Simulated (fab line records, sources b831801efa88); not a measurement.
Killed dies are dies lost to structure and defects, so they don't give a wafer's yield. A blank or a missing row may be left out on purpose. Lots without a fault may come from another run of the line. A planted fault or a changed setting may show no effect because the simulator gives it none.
Problem report in the 8D (eight disciplines) form, filled by code | flow gf180mcu | the parts of the form that need people (team, actions taken, sign-off) are left out

1. THE PROBLEM
run_length_s at GF_M3_SOFTBAKE_10 reads a mean of 100.37 s on 6 wafers of 2 lots; wafers without a fault read 89.27 s with a standard deviation of 0.15. That is +74 standard deviations from the usual mean.
The step: time 60 s.
First seen on wafer L944.2, day 26 10:46, on litho_track-01. The record holds 39 wafers of 13 lots with a number at this step. Rule for "out", or "out of limits": more than 4 standard deviations from the usual mean. The other wafers with a number count as sound.

2. WHAT IT IS AND WHAT IT IS NOT
question                    | is                     | is not
which readings at this step | run_length_s           | chill_plate_temp_C
which lots                  | L944, L948             | L929, L930, L931, L932, L933, L934, L935, L937, L940, L950, L951
which wafers of those lots  | all that have a number | -
read on which tools         | litho_track-01         | litho_track-02, litho_track-03
when                        | from day 26 10:46      | up to then (27 sound wafers); but 6 sound wafers of L950, L951 came after

3. SUSPECTS, AND WHAT RULES EACH OUT
Counting: a tool at a process step up to the reading stays a suspect if it ran every lot that is out and no sound lot after the first of them.
- litho_track-01 at GF_M3_SOFTBAKE_10 (time 60 s): kept. It ran every lot that is out, first L944 (day 26 10:46), and no sound lot after that; its last sound lot up to then is L940 (day 25 14:02). Its own readings are out on those wafers: run_length_s.
Left after counting: litho_track-01 at GF_M3_SOFTBAKE_10.

4. THE CAUSE (what the simulator had put in)
Process parameter drift: litho_track-01, from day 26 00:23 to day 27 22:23, at GF_M3_SOFTBAKE_10. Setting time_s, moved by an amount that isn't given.
Counting left only this tool.

5. THE CHAIN OF EFFECTS, in route order
Each row: a reading whose mean over the struck wafers that have a number lies more than 3 standard deviations from the usual. Only readings for which the record gives a usual standard deviation are gone through. hours: the time from each lot's start at the first step in this table that gives one to its start at this step, as a median over the lots. sigmas: the change in usual standard deviations.
hours | step              | reading      | usual   | on struck wafers | change | sigmas
0     | GF_M3_SOFTBAKE_10 | run_length_s | 89.27 s | 100.37           | +11.10 | +74
The process steps in it:
- GF_M3_SOFTBAKE_10: time 60 s.

6. WHAT WOULD HAVE CAUGHT IT SOONER
In this record the first reading out of limits was taken at day 26 10:46, 10 hours after the fault began at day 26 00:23.
